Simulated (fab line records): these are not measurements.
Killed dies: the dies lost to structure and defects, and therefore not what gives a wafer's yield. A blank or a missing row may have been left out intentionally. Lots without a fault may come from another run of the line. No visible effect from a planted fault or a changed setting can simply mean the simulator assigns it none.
The same fault as seen by 2 desks / flow gf180mcu / each desk holds nothing but its own numbers, with what lay behind them at the end

== FOR THE TOOL OWNER'S DESK: implanter-02 ==
The tool's own readings at GF_NSD_IMPLANT_10: means of the sampled wafers that have a number, for each lot that ran on this tool. Any lot whose mean is over 4 standard deviations away from the usual mean is out of limits and marked OUT; that distance is given in the brackets.
Columns: A = dose ions cm2 at GF_NSD_IMPLANT_10, usual 5.001e+14
lot=L357; first seen here=day 13 06:04; A=5.000e+14
lot=L359; first seen here=day 14 00:58; A=4.998e+14
lot=L362; first seen here=day 15 03:04; A=5.005e+14
lot=L363; first seen here=day 15 11:05; A=4.798e+14 (-34) OUT
lot=L364; first seen here=day 15 21:22; A=4.793e+14 (-35) OUT
lot=L379; first seen here=day 20 23:35; A=5.003e+14
lot=L380; first seen here=day 21 04:38; A=5.001e+14
This desk finds L363, L364 out of limits, L363 being first, at day 15 11:05 (dose ions cm2 at GF_NSD_IMPLANT_10). L357, L359, L362, L379, L380: within limits.

== AT THE METROLOGY DESK ==
What the gauges read for every lot (on any tool): the sampled wafers with a number, averaged. Any lot whose mean is over 4 standard deviations away from the usual mean is out of limits and marked OUT; that distance is given in the brackets.
Columns: A = NSD_RS at GF_PSD_RS_MEAS_14, usual 46.14 ohm/sq; B = cd nm at GF_SAB_CD_MEAS_09, usual 419.1 nm
lot=L357; first seen here=day 14 02:57; A=46.12; B=421.4
lot=L359; first seen here=day 14 23:11; A=46.18; B=420.2
lot=L362; first seen here=day 16 01:18; A=46.19; B=421.2
lot=L363; first seen here=day 16 09:41; A=46.54 (+4.2) OUT; B=417.3
lot=L364; first seen here=day 16 20:07; A=46.45; B=416.7
lot=L365; first seen here=day 17 01:29; A=46.23; B=422.4
lot=L374; first seen here=day 20 07:17; A=46.15; B=420.9
lot=L375; first seen here=day 20 19:58; A=46.12; B=419.1
lot=L377; first seen here=day 21 08:40; A=46.17; B=419.3
lot=L376; first seen here=day 21 09:05; A=46.16; B=420.3
lot=L378; first seen here=day 21 22:40; A=46.19; B=417.0
lot=L379; first seen here=day 21 23:37; A=46.24; B=419.8
lot=L380; first seen here=day 22 04:42; A=46.13; B=421.9
This desk finds L363 out of limits, with the earliest case on L363 at day 16 09:41 (NSD_RS at GF_PSD_RS_MEAS_14). L357, L359, L362, L364, L365, L374, L375, L377, L376, L378, L379, L380: within limits.

== BROUGHT TOGETHER ==
An alarm could have come from the tool owner's desk at day 15 11:05, on L363, L364.
The metrology desk could have raised an alarm at day 16 09:41, on L363.
The metrology desk has L364 on record, within its limits.
Every lot named ran GF_NSD_IMPLANT_10 on implanter-02.

== WHAT THE SIMULATOR HAD INSERTED ==
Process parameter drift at GF_NSD_IMPLANT_10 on implanter-02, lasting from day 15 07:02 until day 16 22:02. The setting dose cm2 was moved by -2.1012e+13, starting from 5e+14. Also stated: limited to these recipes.
Struck lots among those shown: L363, L364.
Delay (hours) between the fault's onset and each desk's first out-of-limits reading: 4 at the tool owner's desk, 27 at the metrology desk.
